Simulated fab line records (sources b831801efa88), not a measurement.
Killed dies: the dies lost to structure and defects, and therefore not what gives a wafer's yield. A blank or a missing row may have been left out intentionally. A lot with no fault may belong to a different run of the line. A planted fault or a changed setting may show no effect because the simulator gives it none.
Which tool did it? -- flow gf180mcu -- 11 lots with 33 wafers sampled at 7 steps, on a route of 602 steps

== WHAT THE GAUGES SHOWED, per wafer ==
GF_M5_CD_MEAS_07 targets a cd of 280 nm. Usual: cd_nm 279.6 nm, standard deviation 1.2.
lot,measured,on,cd_nm (nm),flag
L520,day 27 00:23,cd_sem-02,279.1 279.4 278.1,
L521,day 27 07:23,cd_sem-02,279.1 279.3 278.1,
L522,day 28 00:08,cd_sem-02,278.7 278.6 278.8,
L523,day 28 11:14,cd_sem-02,278.5 278.0 278.2,
L526,day 29 07:25,cd_sem-01,277.5 278.2 276.7,
L535,day 31 12:13,cd_sem-02,278.7 279.1 279.7,
L536,day 31 16:01,cd_sem-02,282.4 282.1 280.8,
L537,day 31 23:50,cd_sem-01,279.7 280.0 279.6,
L538,day 32 03:58,cd_sem-01,281.8 281.1 281.1,
L539,day 32 10:50,cd_sem-01,282.4 279.5 279.9,
L540,day 32 15:49,cd_sem-01,280.6 279.2 279.3,

GF_V5_RS_MEAS_24: measures by four-point-probe. Usual: V5_W_RS gives 0.328 ohm/sq (standard deviation 0.0042).
lot,measured,on,V5_W_RS (ohm/sq),flag
L520,day 27 22:35,film_metro-02,0.323 0.322 0.329,
L521,day 28 06:11,film_metro-03,0.329 0.323 0.327,
L522,day 28 21:30,film_metro-03,0.179 0.328 0.328,OFF
L523,day 29 09:25,film_metro-03,0.179 0.329 0.324,OFF
L526,day 30 04:44,film_metro-03,0.335 0.341 0.338,
L535,day 32 08:04,film_metro-03,0.326 0.320 0.326,
L536,day 32 11:35,film_metro-02,0.322 0.326 0.326,
L537,day 32 18:38,film_metro-03,0.333 0.328 0.324,
L538,day 32 22:59,film_metro-02,0.328 0.319 0.328,
L539,day 33 05:46,film_metro-02,0.330 0.331 0.330,
L540,day 33 10:30,film_metro-02,0.325 0.323 0.324,

GF_V5_THK_MEAS_25: measures by xrf. Usual: V5_W_THK gives 357 nm (standard deviation 4.7).
lot,measured,on,V5_W_THK (nm),flag
L520,day 27 22:40,film_metro-02,367 365 355,
L521,day 28 06:19,film_metro-03,353 359 354,
L522,day 28 21:37,film_metro-03,- 354 354,
L523,day 29 09:32,film_metro-03,- 353 359,
L526,day 30 04:50,film_metro-03,350 344 345,
L535,day 32 08:10,film_metro-03,362 369 361,
L536,day 32 11:41,film_metro-02,361 357 357,
L537,day 32 18:45,film_metro-03,352 356 362,
L538,day 32 23:06,film_metro-02,355 365 356,
L539,day 33 05:53,film_metro-02,352 351 350,
L540,day 33 10:37,film_metro-02,357 358 356,

GF_TOP_METAL_CD_MEAS_14 targets a cd of 440 nm. Usual: cd_nm 440.1 nm, standard deviation 2.6.
lot,measured,on,cd_nm (nm),flag
L520,day 28 19:02,cd_sem-01,441.4 444.5 442.6,
L521,day 29 02:05,cd_sem-02,442.2 442.1 441.6,
L522,day 29 16:47,cd_sem-02,440.3 441.8 439.5,
L523,day 30 05:13,cd_sem-01,445.9 444.2 443.9,
L526,day 30 23:55,cd_sem-02,439.0 437.0 438.1,
L535,day 33 00:26,cd_sem-01,437.6 437.2 434.4,
L536,day 33 04:16,cd_sem-02,443.1 444.6 445.8,
L537,day 33 11:13,cd_sem-01,438.5 439.3 438.7,
L538,day 33 15:16,cd_sem-02,437.0 438.3 436.6,
L539,day 33 21:55,cd_sem-02,439.9 442.5 438.5,
L540,day 34 02:22,cd_sem-02,439.4 439.9 439.3,

== WHAT TOOL EACH LOT RAN ON (gives the tool, then ch and the chambers of the sampled wafers, and finally the start) ==
lot,GF_V5_CVD_23,GF_V5_CMP_26,GF_TOP_METAL_SPUTTER_03
L520,"cvd_w-01 ch 0,1, day 27 22:27","cmp-01 ch 1,2,3, day 27 22:48","pvd_sputter-04, day 27 23:11"
L521,"cvd_w-02 ch 0,1, day 28 06:04","cmp-01 ch 0,1, day 28 06:22","pvd_sputter-04, day 28 06:50"
L522,"cvd_w-01 ch 0,1, day 28 21:23","cmp-01 ch 2,3, day 28 21:41","pvd_sputter-04, day 28 22:10"
L523,"cvd_w-01 ch 0,1, day 29 09:19","cmp-01 ch 0,1,3, day 29 09:36","pvd_sputter-02, day 29 10:04"
L526,"cvd_w-02 ch 1, day 30 04:33","cmp-02 ch 1,2,3, day 30 04:59","pvd_sputter-04, day 30 05:21"
L535,"cvd_w-01 ch 0,1, day 32 07:56","cmp-01 ch 0,1,2, day 32 08:17","pvd_sputter-02, day 32 08:43"
L536,"cvd_w-01 ch 0,1, day 32 11:29","cmp-01 ch 0,3, day 32 11:58","pvd_sputter-01, day 32 12:26"
L537,"cvd_w-01 ch 0,1, day 32 18:31","cmp-01 ch 0,2,3, day 32 18:53","pvd_sputter-01, day 32 19:22"
L538,"cvd_w-01 ch 0,1, day 32 22:52","cmp-01 ch 0,2,3, day 32 23:10","pvd_sputter-01, day 32 23:38"
L539,"cvd_w-02 ch 1, day 33 05:33","cmp-02 ch 2,3, day 33 05:57","pvd_sputter-01, day 33 06:26"
L540,"cvd_w-01 ch 1, day 33 10:22","cmp-01 ch 0,1,2, day 33 10:46","pvd_sputter-02, day 33 11:08"
- GF_V5_CVD_23: deposits W, target thk 350 nm, time 104.9 s.
- GF_V5_CMP_26: polishes, stops on SiO2, t overpolish 15 s, target thk 0 nm.
- GF_TOP_METAL_SPUTTER_03: material Ti, target thk 5 nm, time 3.3 s.

== WHAT THE TOOLS THEMSELVES READ (means of the sampled wafers that have a number; where no wafer has one, the mark that the record gives instead) ==
GF_V5_CVD_23. Usual: heater_power_w 841 W, standard deviation 24.
lot,tool,heater_power_w (W),flag
L520,cvd_w-01,870,
L521,cvd_w-02,851,
L522,cvd_w-01,839,
L523,cvd_w-01,835,
L526,cvd_w-02,838,
L535,cvd_w-01,838,
L536,cvd_w-01,844,
L537,cvd_w-01,830,
L538,cvd_w-01,839,
L539,cvd_w-02,843,
L540,cvd_w-01,884,

GF_V5_CMP_26. Usual: motor_current_A 11.3 A, standard deviation 0.94; time_to_endpoint_s 86 s, standard deviation 3.1.
lot,tool,motor_current_A (A),time_to_endpoint_s (s),flag
L520,cmp-01,11.8,85,
L521,cmp-01,11.3,86,
L522,cmp-01,12.1,110,OFF
L523,cmp-01,11.4,113,OFF
L526,cmp-02,11.7,83,
L535,cmp-01,10.6,89,
L536,cmp-01,12.0,88,
L537,cmp-01,11.5,83,
L538,cmp-01,11.0,85,
L539,cmp-02,11.3,86,
L540,cmp-01,11.0,86,

GF_TOP_METAL_SPUTTER_03. Usual: chamber_pressure_pa 0.2999 Pa, standard deviation 0.00065; substrate_temp_c 300.02 C, standard deviation 0.2; throttle_valve_pct 29.3 %, standard deviation 1.1.
lot,tool,chamber_pressure_pa (Pa),substrate_temp_c (C),throttle_valve_pct (%),flag
L520,pvd_sputter-04,0.2991,300.19,30.2,
L521,pvd_sputter-04,0.2996,299.99,30.2,
L522,pvd_sputter-04,0.3002,300.03,30.2,
L523,pvd_sputter-02,0.3001,300.17,28.9,
L526,pvd_sputter-04,0.3001,299.99,30.2,
L535,pvd_sputter-02,0.3001,300.06,28.7,
L536,pvd_sputter-01,0.3008,299.85,29.6,
L537,pvd_sputter-01,0.3004,299.98,28.9,
L538,pvd_sputter-01,0.2997,299.93,28.6,
L539,pvd_sputter-01,0.3002,300.03,29.0,
L540,pvd_sputter-02,0.3003,300.19,28.1,

== THE ANSWER, worked out from the rows above alone ==
Rule: a lot is off if the mean of its wafers that have a number lies more than 3 standard deviations from the usual mean. A lot without any number at a reading at which 4 lots or more have one is off too. Where the step has rows for the other lots, those lots are counted as sound. First the gauges in route order, then the tools' own readings, where a lot's mean is used as printed above. At the first step where some lot is off, the reading lying furthest off is the one used; lots without a number count as furthest.
Off: L522, L523, at GF_V5_RS_MEAS_24 (V5_W_RS).
If a tool, at a process step before that reading, ran all the lots that are off and no sound lot after the first of them, it fits. The gauges at GF_V5_RS_MEAS_24 aren't tried: what is off there is off at GF_V5_CMP_26 too, on other tools, and a gauge's error can't cause that. Not one of the candidates tried fits.

== WHAT THE SIMULATOR HAD INSERTED ==
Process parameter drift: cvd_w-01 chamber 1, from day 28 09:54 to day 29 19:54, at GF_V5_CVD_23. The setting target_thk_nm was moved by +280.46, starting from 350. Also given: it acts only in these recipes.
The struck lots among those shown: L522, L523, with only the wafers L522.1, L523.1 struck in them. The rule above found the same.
